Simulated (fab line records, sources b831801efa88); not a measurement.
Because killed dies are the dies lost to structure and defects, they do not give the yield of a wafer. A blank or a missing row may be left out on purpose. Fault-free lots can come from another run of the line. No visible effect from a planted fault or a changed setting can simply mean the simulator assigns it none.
A lot that was struck, set against a sound lot + flow sky130 + 21 steps out of a route of 708
Sound: the wafers L852.2, L852.5, L852.6. Struck: wafers L837.2, L837.6 (left out: L837.5, a lot-mate that was not struck); the cause follows at the end.
Order at every step that has rows: each side's tool, ch and its chambers, its first start. Under that, the readings that differ: sound wafers + struck wafers + difference of the means + sigmas: that difference in standard deviations of wafers without a fault.
alike: readings with means less than 2 such deviations apart, plus words and numbers identical on both sides. not compared: withheld readings, readings lacking a value on some wafer, bounds such as >300 that could conceal the same value, and numbers that have no deviation in the record and whose values overlap.
The two part at a step that has a row with sigmas, a row that says differs or no value, or rows on one side only. When numbers do not overlap yet have no deviation, they are printed without sigmas and do not part them. Lack of a reading on every wafer of one side parts them only where that side has two or more wafers.

first, 4 steps without rows for these wafers: SKY_METAL2_STRIP_21 (strips in post etch residue remover, time 1200 s); SKY_METAL2_CLEAN_22 (cleans in IPA, time 180 s); SKY_METAL2_CLEAN_23 (cleans in O3/DIW); SKY_VIA2_HDPCVD_00 (deposits SiO2, target thk 1180 nm, time 196.7 s).
SKY_VIA2_THK_MEAS_01:
  sound on filmMetro-01, day 41 06:52; struck on filmMetro-02, day 37 05:59
  alike: VIA2_HDPCVD_THK
SKY_VIA2_CMP_02: polishes SiO2.
  sound on cmp-02 ch 0,2,3, day 41 07:04; struck on cmp-01 ch 0,2, day 37 06:08
  alike: motorCurrentA
SKY_VIA2_BOW_MEAS_03:
  sound on filmMetro-04, day 41 07:14; struck on filmMetro-04, day 37 06:21
  alike: VIA2_BOW
then, 5 steps without rows for these wafers: SKY_VIA2_DEHYDRATE_04 (time 60 s); SKY_VIA2_HMDS_05 (prime time 60 s); SKY_VIA2_COAT_06 (resist thk 60 nm); SKY_VIA2_COAT_07 (resist thk 450 nm); SKY_VIA2_SOFTBAKE_08 (time 90 s).
SKY_VIA2_EXPOSE_09: exposes mask VIM2, target cd 200 nm.
  sound on krfScanner-01 ch 0, day 41 19:38; struck on krfScanner-02 ch 0, day 37 18:32
  alike: mask, exposureDoseMJCm2, focusOffsetNm
then, 2 steps without rows for these wafers: SKY_VIA2_PEB_10; SKY_VIA2_DEVELOP_11 (develop time 60 s).
SKY_VIA2_CD_MEAS_12 targets a cd of 200 nm.
  sound on cdSem-01, day 42 06:43; struck on cdSem-02, day 38 07:40
| reading   | sound             | struck      | difference | sigmas |
|-----------|-------------------|-------------|------------|--------|
| cdNm (nm) | 198.4 200.5 199.6 | 190.7 192.2 | -8.1       | -5     |
SKY_VIA2_OVL_MEAS_13:
  sound on overlay-01, day 42 06:50; struck on overlay-02, day 38 07:47
  alike: VIA2_OVL
SKY_VIA2_ETCH_14: etches BARC in N2/H2, stops on SiO2, time 45.9 s, target depth 60 nm.
  sound on rieDiel-01 ch 0,1, day 42 06:52; struck on rieDiel-01 ch 0,2, day 38 07:49
| reading              | sound             | struck      | difference | sigmas |
|----------------------|-------------------|-------------|------------|--------|
| model.VIA2.cdNm (nm) | 198.6 201.2 198.9 | 190.5 190.7 | -9.0       |        |
  alike: drypumpMotorCurrentA, oesProductAu, throttleValvePct
  not compared: rfHoursCounterH
SKY_VIA2_ETCH_15: etches SiO2 in C4F8/O2/Ar, stops on TiN, target depth 546 nm, time 84 s.
  sound on rieDiel-01 ch 0,1, day 42 06:54; struck on rieDiel-01 ch 0,2, day 38 07:51
| reading              | sound             | struck      | difference | sigmas |
|----------------------|-------------------|-------------|------------|--------|
| model.VIA2.cdNm (nm) | 193.8 197.4 198.4 | 193.2 192.3 | -3.8       |        |
  alike: oesProductAu
  not compared: rfHoursCounterH
SKY_VIA2_STRIP_16: strips in O2/N2.
  sound on plasmaAsher-03 ch 0,1, day 42 06:58; struck on plasmaAsher-02 ch 0,1, day 38 07:55
  alike: drypumpMotorCurrentA, oesProductAu, stripTimeToEndpointS
  not compared: rfHoursCounterH
-- the record jumps here: 9 days lie between the struck wafers' starts before and after (it left off in module VIA2 and takes up again in module PAD_OPEN, whose first step shown is number 708 of the route) --
SKY_PAD_OPEN_PROBE_99:
  sound on prober-01, day 50 08:37; struck on prober-02, day 47 09:16
  alike: defectLimitedYield, killed_at_M0_to_M3, killed_at_M4_up, killedAtContacts, killedAtFrontEnd, killedAtOther, killedDies, killedOnRim, killedOpen, killedShort, sort_bin_3_pad_short, sort_bin_5_function, sort_bin_6_memory, sortNPass, sortYieldPct
  not compared: model.etest.via2Chain.rcOhm

== WHERE THEY PART ==
Only at SKY_VIA2_CD_MEAS_12, within this record. Later steps at which nothing parts them and some readings are alike: SKY_VIA2_OVL_MEAS_13, SKY_VIA2_ETCH_14, SKY_VIA2_ETCH_15, SKY_VIA2_STRIP_16, SKY_PAD_OPEN_PROBE_99.

WHY: what the simulator had put in
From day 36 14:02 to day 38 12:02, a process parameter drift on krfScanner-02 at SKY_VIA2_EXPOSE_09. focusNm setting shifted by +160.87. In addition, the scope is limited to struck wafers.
